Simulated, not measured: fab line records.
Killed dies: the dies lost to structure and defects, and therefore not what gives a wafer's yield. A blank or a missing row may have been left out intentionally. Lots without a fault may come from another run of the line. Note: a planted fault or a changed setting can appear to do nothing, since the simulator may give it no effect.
fab line records | flow sky130
record: lots: 13 wafers: 39 lastDay: 50
route steps=708 shown LDD_LDN@302 SD_N@344 LI_CONTACT@363 PAD_OPEN@708
lots that met no fault: from a run of the same line without faults
startH: hours from the record's opening day to when the first of the lot's shown wafers began | waitH: hours elapsed since this lot's preceding step | " the same as in the row above | L1.1+2: several wafers, shown together as one row | - either no value or no given start | * or withheld: withheld | < > ~ a bound
route shown NAME@n: names a module that has steps shown in the file, with the first one's number in the route | usual: mean/standard deviation taken from wafers without a fault | same: alike in all rows | chamber/n: place in a boat | sites: the reading at each site | _std_site: the standard deviation of these | _edge_site: the outer-site mean with the inner-site mean subtracted | radiusMm: how far each site lies from the wafer's centre | mask NAME#n: copy n | behind: tool/chamber where the wafer was last shaped | hold: what put the lot on hold/how long, in hours/how the hold closed | device: names the non-switching transistor (n, p or np) | end of line: at the end of the route, the tests of the same wafers | step lacking rows: just its recipe | killed: not the wafer's yield, but the dies lost to structure and defects at the first sort | map: per-die view of a wafer (x killed, . not killed, _ where there is no die)
set.NAME: the setting as run; set.NAME@STEP: as run at that earlier step | model.NAME: the simulator's own value behind a step, which no gauge read
one table for each step of the route and one row for each wafer, over a sample of lots
services: a tool's chamber out of use, with start hour (startH, from the record's first day; less than 0 if before it), hours out, and reason
== steps ==
step: SKY_LDD_LDN_TW_MEAS_13
usual: LDD_LDN_TW: 1476/12
columns lot.wafer tool chamber startH waitH LDD_LDN_TW
L398.3 filmMetro-02 - 523.72 0.1 1463
L398.5 " - " " 1458
L398.6 " - " " 1461
L402.1 filmMetro-04 - 580.54 0.1 1477
L402.2 " - " " 1474
L402.4 " - " " 1481
L400.2 filmMetro-03 - 583.51 0.1 1489
L400.3 " - " " 1487
L400.6 " - " " 1497
L401.1 filmMetro-04 - 583.80 0.1 1478
L401.4 " - " " 1473
L401.6 " - " " 1481
L405.2 filmMetro-02 - 596.61 0.1 1459
L405.4 " - " " 1460
L405.5 " - " " 1462
L407.4 filmMetro-03 - 634.62 0.1 1486
L407.5 " - " " 1490
L407.6 " - " " 1488
L413.1 filmMetro-03 - 658.50 0.1 1491
L413.4 " - " " 1496
L413.5 " - " " 1490
L415.1 filmMetro-03 - 672.95 0.1 1488
L415.4 " - " " 1492
L415.6 " - " " 1493
L417.3 filmMetro-03 - 685.56 0.1 1496
L417.4 " - " " 1490
L417.5 " - " " 1487
L416.2 filmMetro-04 - 688.72 0.1 1471
L416.4 " - " " 1467
L416.6 " - " " 1482
L418.1 filmMetro-02 - 690.10 0.1 1464
L418.2 " - " " 1460
L418.3 " - " " 1465
L419.1 filmMetro-02 - 707.29 0.1 1482
L419.2 " - " " 1473
L419.5 " - " " 1472
L420.1 filmMetro-04 - 707.44 0.1 1477
L420.3 " - " " 1481
L420.4 " - " " 1488
step: SKY_SD_N_COAT_02
recipe: resist: NOVOLAK spinRpm: 3000 resistThkNm: 1140
columns lot.wafer tool chamber startH waitH
L398.3+5+6 lithoTrack-03 0 629.46 0.1
L402.1+2+4 lithoTrack-03 0 685.06 0.1
L400.2+3+6 lithoTrack-04 0 688.03 0.1
L401.1+4+6 lithoTrack-03 0 689.11 0.1
L405.2+4+5 lithoTrack-01 0 700.09 0.1
L407.4+5+6 lithoTrack-01 0 734.74 0.1
L413.1+4+5 lithoTrack-03 0 757.46 0.1
L415.1+4+6 lithoTrack-03 0 770.51 0.1
L417.3+4+5 lithoTrack-04 0 783.16 0.1
L416.2+4+6 lithoTrack-04 0 786.83 0.1
L418.1+2+3 lithoTrack-03 0 788.31 0.1
L419.1+2+5 lithoTrack-04 0 802.31 0.1
L420.1+3+4 lithoTrack-04 0 803.71 0.1
step: SKY_SD_N_CD_MEAS_07
recipe: targetCdNm: 380
usual: cdNm: 381/3.1
columns lot.wafer tool chamber startH waitH cdNm
L398.3 cdSem-01 - 643.80 0.1 381
L398.5 " - " " 382
L398.6 " - " " 380
L402.1 cdSem-02 - 699.36 0.1 423
L402.2 " - " " 421
L402.4 " - " " 424
L400.2 cdSem-02 - 701.84 0.1 385
L400.3 " - " " 385
L400.6 " - " " 385
L401.1 cdSem-01 - 703.21 0.1 421
L401.4 " - " " 419
L401.6 " - " " 418
L405.2 cdSem-02 - 713.44 0.1 379
L405.4 " - " " 377
L405.5 " - " " 375
L407.4 cdSem-02 - 748.12 0.1 380
L407.5 " - " " 378
L407.6 " - " " 378
L413.1 cdSem-02 - 770.36 0.1 382
L413.4 " - " " 380
L413.5 " - " " 380
L415.1 cdSem-01 - 784.36 0.1 382
L415.4 " - " " 382
L415.6 " - " " 381
L417.3 cdSem-02 - 796.45 0.1 378
L417.4 " - " " 379
L417.5 " - " " 380
L416.2 cdSem-02 - 799.58 0.1 382
L416.4 " - " " 382
L416.6 " - " " 382
L418.1 cdSem-01 - 801.16 0.1 376
L418.2 " - " " 378
L418.3 " - " " 375
L419.1 cdSem-01 - 816.07 0.1 387
L419.2 " - " " 385
L419.5 " - " " 386
L420.1 cdSem-01 - 817.81 0.1 384
L420.3 " - " " 381
L420.4 " - " " 383
step: SKY_SD_N_OVL_MEAS_08
usual: SD_N_OVL: -0.2/1.5
columns lot.wafer tool chamber startH waitH SD_N_OVL[nm]
L398.3 overlay-01 - 643.89 0.1 0.3
L398.5 " - " " 0.9
L398.6 " - " " 0.4
L402.1 overlay-02 - 699.48 0.1 -1.0
L402.2 " - " " -0.1
L402.4 " - " " 0.7
L400.2 overlay-01 - 701.94 0.1 2.8
L400.3 " - " " 0.9
L400.6 " - " " 2.0
L401.1 overlay-02 - 703.33 0.1 -1.1
L401.4 " - " " -0.2
L401.6 " - " " 0.6
L405.2 overlay-01 - 713.54 0.1 -0.8
L405.4 " - " " -1.1
L405.5 " - " " -1.2
L407.4 overlay-02 - 748.19 0.1 2.1
L407.5 " - " " 0.0
L407.6 " - " " 2.7
L413.1 overlay-01 - 770.48 0.1 1.0
L413.4 " - " " 0.6
L413.5 " - " " 2.8
L415.1 overlay-02 - 784.48 0.1 0.5
L415.4 " - " " -1.1
L415.6 " - " " 0.7
L417.3 overlay-02 - 796.54 0.1 0.6
L417.4 " - " " 1.9
L417.5 " - " " 2.0
L416.2 overlay-02 - 799.68 0.1 0.5
L416.4 " - " " 0.7
L416.6 " - " " -1.0
L418.1 overlay-02 - 801.28 0.1 0.8
L418.2 " - " " 0.6
L418.3 " - " " 0.6
L419.1 overlay-01 - 816.19 0.1 -1.1
L419.2 " - " " -0.1
L419.5 " - " " -1.7
L420.1 overlay-02 - 817.93 0.1 1.2
L420.3 " - " " 0.2
L420.4 " - " " 0.5
step: SKY_SD_N_STRIP_11
recipe: chemistry: O2/N2 powerW: 1400 pressureMtorr: 1500 platenTempC: withheld o2FlowSccm: 3000 n2FlowSccm: 300 overashFraction: 0.5
usual: drypumpMotorCurrentA: 5.6/0.48 oesProductAu: 0.528/0.0043 stripTimeToEndpointS: 22.56/0.039
columns lot.wafer tool chamber startH waitH drypumpMotorCurrentA oesProductAu rfHoursCounterH stripTimeToEndpointS
L398.3 plasmaAsher-04 0 644.25 0.1 6.2 0.527 - 22.53
L398.5 " 0 " " 6.2 0.533 - 22.52
L398.6 " 1 " " 5.2 0.524 - 22.56
L402.1 plasmaAsher-04 0 699.81 0.1 6.2 0.486 27 18.52
L402.2 " 1 " " 5.2 0.478 27 18.55
L402.4 " 0 " " 6.1 0.477 - 18.54
L400.2 plasmaAsher-02 1 702.27 0.1 5.5 0.535 61 22.53
L400.3 " 0 " " 5.0 0.529 - 22.51
L400.6 " 0 " " 5.0 0.525 - 22.57
L401.1 plasmaAsher-04 0 703.66 0.1 6.2 0.486 27 18.54
L401.4 " 1 " " 5.2 0.488 - 18.56
L401.6 " 1 " " 5.2 0.483 - 18.55
L405.2 plasmaAsher-03 0 713.87 0.1 5.8 0.531 103 22.60
L405.4 " 0 " " 5.8 0.532 - 22.64
L405.5 " 1 " " 6.5 0.531 - 22.57
L407.4 plasmaAsher-02 0 748.55 0.1 5.0 0.527 - 22.56
L407.5 " 0 " " 5.0 0.529 - 22.61
L407.6 " 1 " " 5.5 0.525 - 22.56
L413.1 plasmaAsher-02 0 770.81 0.1 5.0 0.517 68 22.55
L413.4 " 0 " " 5.0 0.530 - 22.55
L413.5 " 0 " " 5.0 0.534 - 22.54
L415.1 plasmaAsher-04 0 784.81 0.1 6.2 0.528 35 22.55
L415.4 " 1 " " 5.3 0.532 - 22.53
L415.6 " 0 " " 6.2 0.528 - 22.52
L417.3 plasmaAsher-04 1 796.90 0.1 5.2 0.526 - 22.63
L417.4 " 0 " " 6.2 0.529 - 22.63
L417.5 " 0 " " 6.2 0.518 - 22.60
L416.2 plasmaAsher-02 0 800.01 0.1 5.0 0.524 71 22.55
L416.4 " 0 " " 5.0 0.529 - 22.56
L416.6 " 1 " " 5.5 0.527 - 22.53
L418.1 plasmaAsher-02 0 801.61 0.1 5.0 0.531 71 22.52
L418.2 " 1 " " 5.5 0.531 71 22.54
L418.3 " 0 " " 5.0 0.527 - 22.50
L419.1 plasmaAsher-02 0 816.52 0.1 5.0 0.520 72 22.55
L419.2 " 1 " " 5.5 0.539 72 22.59
L419.5 " 1 " " 5.5 0.523 - 22.59
L420.1 plasmaAsher-03 0 818.26 0.1 5.8 0.531 7 22.53
L420.3 " 1 " " 6.5 0.523 - 22.53
L420.4 " 0 " " 5.8 0.524 - 22.52
step: SKY_LI_CONTACT_THK_MEAS_01
recipe: reads: PSG_of_LI_CONTACT_HDPCVD_00
usual: LI_CONTACT_HDPCVD_THK: 932/11
columns lot.wafer tool chamber startH waitH LI_CONTACT_HDPCVD_THK[nm]
L398.3 filmMetro-03 - 645.10 0.1 930
L398.5 " - " " 940
L398.6 " - " " 931
L402.1 filmMetro-03 - 700.86 0.1 928
L402.2 " - " " 937
L402.4 " - " " 943
L400.2 filmMetro-01 - 703.15 0.1 953
L400.3 " - " " 931
L400.6 " - " " 938
L401.1 filmMetro-01 - 704.52 0.1 946
L401.4 " - " " 941
L401.6 " - " " 955
L405.2 filmMetro-01 - 714.75 0.1 931
L405.4 " - " " 938
L405.5 " - " " 931
L407.4 filmMetro-01 - 749.41 0.0 926
L407.5 " - " " 917
L407.6 " - " " 942
L413.1 filmMetro-01 - 771.68 0.1 935
L413.4 " - " " 941
L413.5 " - " " 933
L415.1 filmMetro-01 - 785.68 0.1 927
L415.4 " - " " 938
L415.6 " - " " 945
L417.3 filmMetro-04 - 797.75 0.1 936
L417.4 " - " " 928
L417.5 " - " " 931
L416.2 filmMetro-03 - 800.90 0.1 944
L416.4 " - " " 951
L416.6 " - " " 937
L418.1 filmMetro-01 - 802.48 0.1 939
L418.2 " - " " 927
L418.3 " - " " 924
L419.1 filmMetro-04 - 817.39 0.1 927
L419.2 " - " " 922
L419.5 " - " " 933
L420.1 filmMetro-04 - 819.13 0.1 923
L420.3 " - " " 927
L420.4 " - " " 935
step: SKY_PAD_OPEN_PROBE_99
usual: killed_at_M0_to_M3: 43/7.5 killed_at_M4_up: 2.8/1.8 killedAtContacts: 24/5.3 killedAtFrontEnd: 14/4.2 killedAtOther: 0.3/0.54 killedDies: 84/9.4 killedOnRim: 16/3.3 killedOpen: 46/7.1 killedShort: 38/6.6
same: grossDies: 492 killedAtBackSide: 0
columns lot.wafer tool chamber startH waitH killed_at_M0_to_M3 killed_at_M4_up killedAtContacts killedAtFrontEnd killedAtOther killedDies killedOnRim killedOpen killedShort
L405.2 prober-01 - 1126.39 0.1 45 2 30 16 0 93 19 52 40
L405.4 prober-01 - 1126.49 0.2 44 3 19 21 0 87 27 40 46
L405.5 prober-01 - 1126.54 0.2 39 1 33 10 2 85 19 45 39
L407.4 prober-01 - 1152.91 0.2 42 0 29 10 0 81 13 52 29
L407.5 prober-01 - 1152.96 0.2 50 2 12 21 0 85 18 42 43
L407.6 prober-01 - 1153.01 0.2 46 1 24 15 0 86 15 42 44
killed by level:class
L405.2 CONTACT:geometricParticle:open=13 VIA1:geometricParticle:open=13 LI_CONTACT:geometricParticle:open=8 VIA1:geometricParticle:short=6 METAL1:geometricParticle:short=5 VIA2:geometricParticle:short=5 POLY_GATE:geometricParticle:open=4 POLY_GATE:geometricParticle:short=4
L405.4 VIA1:geometricParticle:open=10 CONTACT:geometricParticle:open=7 VIA2:geometricParticle:open=7 METAL1:geometricParticle:short=6 FIELD_ISO:geometricParticle:open=5 VIA1:geometricParticle:short=5 VIA2:geometricParticle:short=5 FIELD_ISO:geometricParticle:short=4
L405.5 LI_CONTACT:geometricParticle:open=11 CONTACT:geometricParticle:open=10 METAL1:geometricParticle:short=10 VIA1:geometricParticle:open=9 LOCAL_INTERCONNECT:geometricParticle:short=6 VIA2:geometricParticle:open=6 METAL2:geometricParticle:short=5 CONTACT:geometricParticle:short=4
L407.4 CONTACT:geometricParticle:open=14 LI_CONTACT:geometricParticle:open=9 VIA2:geometricParticle:open=8 VIA1:geometricParticle:open=8 METAL1:geometricParticle:short=6 POLY_GATE:geometricParticle:short=5 VIA1:geometricParticle:short=5 POLY_GATE:geometricParticle:open=4
L407.5 VIA1:geometricParticle:open=13 VIA3:geometricParticle:open=8 CONTACT:geometricParticle:short=7 VIA2:geometricParticle:open=7 POLY_GATE:geometricParticle:short=6 VIA3:geometricParticle:short=6 FIELD_ISO:geometricParticle:short=5 FIELD_ISO:geometricParticle:open=4
L407.6 VIA1:geometricParticle:open=13 VIA1:geometricParticle:short=10 LI_CONTACT:geometricParticle:open=7 CONTACT:geometricParticle:open=7 POLY_GATE:geometricParticle:short=6 FIELD_ISO:geometricParticle:short=5 METAL1:geometricParticle:short=5 CONTACT:geometricParticle:short=4
== services ==
columns tool chamber startH hours kind
lithoTrack-03 - 626.52 - consumableReplace:filter
plasmaAsher-04 - 718.99 2.8 pm
plasmaAsher-03 - 733.75 9.0 pm
plasmaAsher-03 0 733.75 9.0 ventCycle
plasmaAsher-03 1 733.75 9.0 ventCycle
plasmaAsher-03 0 742.75 - clean
plasmaAsher-03 1 742.75 - clean
plasmaAsher-03 - 760.75 1.3 repair
plasmaAsher-03 - 765.17 0.7 repair
plasmaAsher-03 - 767.88 2.0 repair
plasmaAsher-04 - 796.31 0.5 repair
== key ==
firstSign: step: SKY_SD_N_CD_MEAS_07 reading: cdNm direction: up sigmas: 13 usual: 381 struck: 421
effect: step: SKY_SD_N_STRIP_11 reading: stripTimeToEndpointS direction: down sigmas: 99+ usual: * struck: *
metAt SKY_SD_N_COAT_02
struckLots L401,L402
rowsEnd L402.1,L402.2,L402.4
testerLeftOut L401
notActingAt SKY_LDD_LDN_TW_MEAS_13,SKY_SD_N_OVL_MEAS_08,SKY_LI_CONTACT_THK_MEAS_01
onsetBetween 629.46 685.06
fault: kind: processParameterDrift tool: lithoTrack-03 chamber: - onsetH: 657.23 steps: SKY_SD_N_COAT_02 channel: resistThkNm offset: -352.26 shape: step endH: 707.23 actsIn: theseRecipesOnly stated: 1140
testerLeftOut: of these lots the tester's yield and bins aren't shown, on N5 and GAA mostly nor the transistor test; their killed dies are dies lost to structure and defects alone, not to doping, threshold or leakage, so they don't give the yield
rowsEnd: these wafers met a further fault down the route, and their rows from its step on are left out
